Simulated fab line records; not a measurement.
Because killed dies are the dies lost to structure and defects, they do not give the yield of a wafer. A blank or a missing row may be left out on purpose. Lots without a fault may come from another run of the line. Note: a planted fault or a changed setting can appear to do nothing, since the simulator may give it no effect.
Struck lot and sound lot, side by side | flow sky130 | 16 steps out of a route of 708
Sound: wafers L399.1, L399.4, L399.5. Struck: wafer L403.5 (left out: L403.3, L403.4 of the same lot, which were not struck); the cause appears at the end.
Each step with rows lists, per side, the tool, then ch with its chambers, then its first start. Under that, the readings that differ: sound wafers | struck wafers | difference of the means | sigmas: that difference in standard deviations of wafers without a fault.
alike: readings whose means differ by less than 2 such deviations, and words and numbers that are the same on both sides. not compared: withheld readings, readings that some wafer has no value for, bounds like >300 that may hide the same value, and numbers for which the record gives no deviation and whose values overlap.
The two part at a step that has a row with sigmas, a row that says differs or no value, or rows on one side only. When numbers do not overlap yet have no deviation, they are printed without sigmas and do not part them. A reading that every wafer of one side lacks parts them only if that side has two wafers or more.

SKY_CAP2M_THK_MEAS_01:
  sound on film-metro-02, day 42 14:52; struck on film-metro-01, day 43 13:53
  alike: CAP2M_CVD_00_THK
SKY_CAP2M_SPUTTER_02: material TiN, target thk 200 nm, time 166.7 s.
  sound on pvd-sputter-03, day 42 14:55; struck on pvd-sputter-02, day 43 13:55
  reading                | sound          | struck | difference | sigmas
  throttle-valve-pct (%) | 31.8 31.9 32.0 | 29.1   | -2.8       | -3
SKY_CAP2M_RS_MEAS_03: a four-point-probe measurement.
  sound on film-metro-01, day 42 15:02; struck on film-metro-01, day 43 14:04
  alike: CAP2M_TIN_RS
SKY_CAP2M_THK_MEAS_04: measures by xrf.
  sound on film-metro-01, day 42 15:09; struck on film-metro-01, day 43 14:10
  alike: CAP2M_TIN_THK
then, 7 steps without rows for these wafers: SKY_CAP2M_DEHYDRATE_05 (time 60 s); SKY_CAP2M_HMDS_06 (prime time 60 s); SKY_CAP2M_COAT_07 (resist thk 1140 nm); SKY_CAP2M_SOFTBAKE_08 (time 60 s); SKY_CAP2M_EXPOSE_09 (exposes mask CAP2M, target cd 1000 nm); SKY_CAP2M_PEB_10; SKY_CAP2M_DEVELOP_11 (develop time 60 s).
SKY_CAP2M_OVL_MEAS_12:
  sound on overlay-02, day 43 13:31; struck on overlay-01, day 44 12:59
  reading        | sound          | struck | difference | sigmas
  CAP2M_OVL (nm) | -1.2 -1.9 -1.5 | 1.6    | +3.1       | +2
SKY_CAP2M_METAL_ETCH_13: etches TiN in Cl2/BCl3, stops on SiO2, target depth 220 nm, time 62.9 s.
  sound on rie-metal-03 ch 0,1, day 43 13:34; struck on rie-metal-04 ch 0, day 44 13:04
  reading                                    | sound                | struck | difference | sigmas
  chamber-pressure-mTorr (mTorr)             | 9.998 9.996 10.007   | 10.110 | +0.110     | +8
  oes-product-au (a.u.)                      | 0.941 0.939 0.944    | 0.760  | -0.181     | -30
  throttle-valve-pct (%)                     | 21.892 21.901 21.897 | 22.027 | +0.130     | +13
  model.etch.depth-nm (nm)                   | 200.4 198.8 201.3    | 136.1  | -64.1      |
  model.CAP2M.feature-depth-nm (nm)          | 200.4 198.8 201.3    | 136.1  | -64.1      |
  model.NOVOLAK_of_CAP2M_COAT_07.thk-nm (nm) | 988.9 986.4 986.9    | 1048   | +61        |
  alike: drypump-motor-current-A
  not compared: rf-hours-counter-h
SKY_CAP2M_STRIP_14: strips in O2/N2.
  sound on plasma-asher-03 ch 0,1, day 43 13:38; struck on plasma-asher-03 ch 0, day 44 13:13
  reading                      | sound             | struck | difference | sigmas
  strip-time-to-endpoint-s (s) | 12.60 12.56 12.58 | 13.23  | +0.65      | +14
  alike: chamber-pressure-mTorr, drypump-motor-current-A, o2-flow-sccm, oes-product-au
  not compared: rf-hours-counter-h
then, 1 step without rows for these wafers: SKY_CAP2M_STRIP_15 (strips in post etch residue remover, time 1200 s).
-- the record jumps here: 5 days lie between the struck wafers' starts before and after (it left off in module CAP2M and takes up again in module PAD_OPEN, whose first step shown is number 708 of the route) --
SKY_PAD_OPEN_PROBE_99:
  sound on prober-02, day 48 09:17; struck on prober-02, day 49 03:23
  reading                  | sound          | struck | difference | sigmas
  defect-limited-yield (%) | 81.9 86.0 83.7 | 0      | -84        | -42
  killed-at-other          | 0 0 0          | 403    | +403       | +99 or more
  killed-dies              | 89 69 80       | 492    | +413       | +43
  killed-on-rim            | 22 11 13       | 96     | +81        | +20
  sort_bin_3_pad_short (%) | 1.4 0.6 0.8    | 82.5   | +81.6      | +99 or more
  sort_bin_6_memory (%)    | 7.1 5.1 5.7    | 8.5    | +2.5       | +2
  sort-n-pass              | 403 423 412    | 0      | -413       | -43
  sort-yield-pct (%)       | 81.9 86.0 83.7 | 0      | -84        | -42
  alike: killed_at_M0_to_M3, killed_at_M4_up, killed-at-contacts, killed-at-front-end, killed-open, killed-short, sort_bin_5_function

== WHERE THEY PART ==
Earliest at SKY_CAP2M_SPUTTER_02; latest, in this record, at SKY_PAD_OPEN_PROBE_99.

WHY: the cause the simulator had injected
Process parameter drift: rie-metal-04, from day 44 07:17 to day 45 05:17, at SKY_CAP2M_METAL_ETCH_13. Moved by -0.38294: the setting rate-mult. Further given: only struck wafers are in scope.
